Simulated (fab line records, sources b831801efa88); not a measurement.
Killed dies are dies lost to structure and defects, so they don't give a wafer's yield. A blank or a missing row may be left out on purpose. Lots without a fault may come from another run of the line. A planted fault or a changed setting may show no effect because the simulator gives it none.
A struck lot beside a sound one | flow sfq_line | 21 steps out of a route of 325
Sound: wafers L378.1, L378.2, L378.5. Struck: wafers L391.1, L391.3, L391.6. The cause comes at the end.
At each step with rows: each side's tool, then ch and its chambers, then its first start. Under that, the readings that differ: sound wafers | struck wafers | difference of the means | sigmas: that difference in standard deviations of wafers without a fault.
alike: readings whose means differ by less than 2 such deviations, and words and numbers that are the same on both sides. not compared: withheld readings, readings that some wafer has no value for, bounds like >300 that may hide the same value, and numbers for which the record gives no deviation and whose values overlap.
The two part at a step that has a row with sigmas, a row that says differs or no value, or rows on one side only. Numbers that don't overlap but have no deviation are shown without sigmas and don't part them. A reading that every wafer of one side lacks parts them only if that side has two wafers or more.

first, 5 steps without rows for these wafers: SFQ_TRILAYER_JJ_CE_LITHO_COAT_114 (resist thk 600 nm); SFQ_TRILAYER_JJ_CE_LITHO_SOFTBAKE_118; SFQ_TRILAYER_JJ_CE_LITHO_EXPOSE_115 (exposes mask J5, target cd 700 nm); SFQ_TRILAYER_JJ_CE_LITHO_PEB_117 (peb time 60 s); SFQ_TRILAYER_JJ_CE_LITHO_DEVELOP_116 (time 60 s).
SFQ_JJ_OVL_MEAS_931:
  sound on overlay-01, day 55 06:47; struck on overlay-02, day 59 08:52
  alike: J5_OVL
SFQ_TRILAYER_JJ_CE_METRO_MEASURE_117:
  sound on cd_sem-02, day 55 06:50; struck on cd_sem-01, day 59 08:54
  alike: cd_nm
SFQ_TRILAYER_JJ_CE_BARC_OPEN_RIE_150: chemistry O2, target BARC, target depth 240 nm, time 80 s.
  sound on rie_metal-01 ch 0,1, day 55 08:02; struck on rie_metal-02 ch 0,1, day 59 10:06
  reading                      | sound          | struck         | difference | sigmas
  he_backside_leak_sccm (sccm) | 3.95 3.56 3.56 | 3.25 3.17 3.27 | -0.46      | -2
  alike: drypump_motor_current_A, oes_product_au
  not compared: rf_hours_counter_h
SFQ_TRILAYER_JJ_CE_ETCH_RIE_118: chemistry SF6, target Nb, stops on Al2O3, time 97.7 s, target depth 170 nm.
  sound on rie_metal-01 ch 0,1, day 55 08:07; struck on rie_metal-02 ch 0,1, day 59 10:11
  alike: drypump_motor_current_A, he_backside_leak_sccm, oes_product_au
  not compared: rf_hours_counter_h
then, 1 step without rows for these wafers: SFQ_TRILAYER_JJ_ANODIZE_ANODIZE_119.
SFQ_TRILAYER_JJ_CE_STRIP_STRIP_120: strips in O2.
  sound on rie_metal-02 ch 0,1, day 55 08:43; struck on rie_metal-02 ch 0,1, day 59 10:48
  alike: drypump_motor_current_A, he_backside_leak_sccm, oes_product_au, platen_temp_c
  not compared: rf_hours_counter_h
then, 1 step without rows for these wafers: SFQ_TRILAYER_JJ_CE_STRIP_SOLV_CLEAN_121 (cleans in NMP, time 600 s).
SFQ_TRILAYER_M5_LITHO_COAT_128: resist thk 62 nm.
  sound on litho_track-04 ch 0, day 55 09:30; struck on litho_track-01 ch 0, day 59 11:34
  reading                                              | sound                | struck               | difference | sigmas
  spin_speed_rpm (rpm)                                 | 2999.9 2998.5 2997.3 | 2607.1 2608.9 2604.5 | -391.7     | -99 or more
  model.BARC_of_TRILAYER_M5_LITHO_COAT_128.thk_nm (nm) | 61.87 62 61.75       | 66.44 66.37 66.19    | +4.46      |
  alike: exhaust_pa
then, 5 steps without rows for these wafers: SFQ_TRILAYER_M5_LITHO_COAT_123 (resist thk 600 nm); SFQ_TRILAYER_M5_LITHO_SOFTBAKE_127; SFQ_TRILAYER_M5_LITHO_EXPOSE_124 (exposes mask M5, target cd 700 nm); SFQ_TRILAYER_M5_LITHO_PEB_126 (peb time 60 s); SFQ_TRILAYER_M5_LITHO_DEVELOP_125 (time 60 s).
-- the record jumps here: 5 days lie between the struck wafers' starts before and after --
SFQ_M5_OVL_MEAS_932:
  sound on overlay-02, day 59 15:22; struck on overlay-01, day 64 11:27
  alike: M5_OVL
SFQ_TRILAYER_M5_BARC_OPEN_METAL_ETCH_161: etches BARC in O2, target depth 125 nm, time 41.7 s.
  sound on rie_metal-03 ch 0,1, day 59 15:24; struck on rie_metal-03 ch 0,1, day 64 11:29
  reading                  | sound             | struck            | difference | sigmas
  oes_product_au (a.u.)    | 0.688 0.693 0.681 | 0.701 0.709 0.705 | +0.018     | +4
  model.etch.depth_nm (nm) | 61.87 62 61.75    | 66.44 66.37 66.19 | +4.46      |
  alike: drypump_motor_current_A, he_backside_leak_sccm
  not compared: rf_hours_counter_h
SFQ_TRILAYER_M5_ETCH_METAL_ETCH_126: etches Nb in Cl2/BCl3, stops on SiO2, time 203.2 s, target depth 265 nm.
  sound on rie_metal-03 ch 0,1, day 59 15:28; struck on rie_metal-03 ch 0,1, day 64 11:33
  alike: drypump_motor_current_A, he_backside_leak_sccm, oes_product_au
  not compared: rf_hours_counter_h

WHERE THEY PART
First at SFQ_TRILAYER_JJ_CE_BARC_OPEN_RIE_150; last, within this record, at SFQ_TRILAYER_M5_BARC_OPEN_METAL_ETCH_161. Later steps at which nothing parts them and some readings are alike: SFQ_TRILAYER_M5_ETCH_METAL_ETCH_126.

WHY: what the simulator had put in
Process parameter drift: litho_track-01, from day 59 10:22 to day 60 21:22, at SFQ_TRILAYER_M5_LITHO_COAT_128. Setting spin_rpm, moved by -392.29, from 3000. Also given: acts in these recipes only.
